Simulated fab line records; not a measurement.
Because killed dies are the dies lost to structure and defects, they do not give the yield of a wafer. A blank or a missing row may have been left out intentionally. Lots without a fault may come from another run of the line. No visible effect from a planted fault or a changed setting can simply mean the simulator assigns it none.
Matching of chambers || flow sky130 || SKY_VIA1_ETCH_15 on rie-diel-04: 4 sister chambers
The step etches SiO2 in C4F8/O2/Ar, stops on TiN, target depth 351 nm, time 54 s. 8 wafers are shown with their chamber, then 8 later ones without.

WAFERS, EACH WITH ITS CHAMBER
{"wafer": "L790.6", "chamber": 3, "oes-product-au (a.u.)": 0.984, "bias-w (W)": 1201}
{"wafer": "L793.4", "chamber": 1, "oes-product-au (a.u.)": 0.996, "bias-w (W)": 1197}
{"wafer": "L798.5", "chamber": 1, "oes-product-au (a.u.)": 0.982, "bias-w (W)": 1197}
{"wafer": "L798.6", "chamber": 2, "oes-product-au (a.u.)": 0.974, "bias-w (W)": 1198}
{"wafer": "L802.1", "chamber": 3, "oes-product-au (a.u.)": 0.978, "bias-w (W)": 1197}
{"wafer": "L802.2", "chamber": 0, "oes-product-au (a.u.)": 0.986, "bias-w (W)": 1194}
{"wafer": "L802.4", "chamber": 2, "oes-product-au (a.u.)": 0.977, "bias-w (W)": 1202}
{"wafer": "L807.2", "chamber": 0, "oes-product-au (a.u.)": 0.978, "bias-w (W)": 1201}

WAFERS WITHOUT THEIR CHAMBER
{"wafer": "L807.3", "oes-product-au (a.u.)": 0.975, "bias-w (W)": 1193}
{"wafer": "L807.6", "oes-product-au (a.u.)": 0.982, "bias-w (W)": 1196}
{"wafer": "L808.2", "oes-product-au (a.u.)": 0.986, "bias-w (W)": 1202}
{"wafer": "L808.3", "oes-product-au (a.u.)": 0.983, "bias-w (W)": 1197}
{"wafer": "L808.6", "oes-product-au (a.u.)": 0.986, "bias-w (W)": 1203}
{"wafer": "L809.4", "oes-product-au (a.u.)": 0.981, "bias-w (W)": 1201}
{"wafer": "L809.5", "oes-product-au (a.u.)": 0.987, "bias-w (W)": 1200}
{"wafer": "L809.6", "oes-product-au (a.u.)": 0.975, "bias-w (W)": 1200}

WHICH CHAMBER EACH WENT THROUGH
{"wafer": "L807.3", "from the rows above": "can't be placed: 0 or 3 or 2 or 1", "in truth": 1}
{"wafer": "L807.6", "from the rows above": "can't be placed: 0 or 3 or 1 or 2", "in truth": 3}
{"wafer": "L808.2", "from the rows above": "can't be placed: 3 or 0 or 1 or 2", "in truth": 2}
{"wafer": "L808.3", "from the rows above": "can't be placed: 0 or 3 or 1 or 2", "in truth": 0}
{"wafer": "L808.6", "from the rows above": "can't be placed: 3 or 0 or 2 or 1", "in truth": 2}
{"wafer": "L809.4", "from the rows above": "can't be placed: 3 or 2 or 0 or 1", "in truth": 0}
{"wafer": "L809.5", "from the rows above": "can't be placed: 1 or 3 or 0 or 2", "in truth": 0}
{"wafer": "L809.6", "from the rows above": "can't be placed: 2 or 3 or 0", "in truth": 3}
Correctly placed: 0 of 8. These rows do not allow placing 8 (true chamber among the candidates in 8). Number placed wrongly: 0.
How it was worked out, from the rows above alone: a wafer's distance from a chamber is the root of the sum, over the readings, of the square of ((its reading less the chamber's mean) divided by the reading's scatter). The wafer belongs to the nearest chamber; if the next one is less than 2 further off, it can't be placed. The mean given for a chamber averages the wafers shown for that chamber. How the scatter is found: for the shown wafers, subtract from each reading the mean of its chamber, square and add these, divide the total by (wafers less chambers), then take the root.
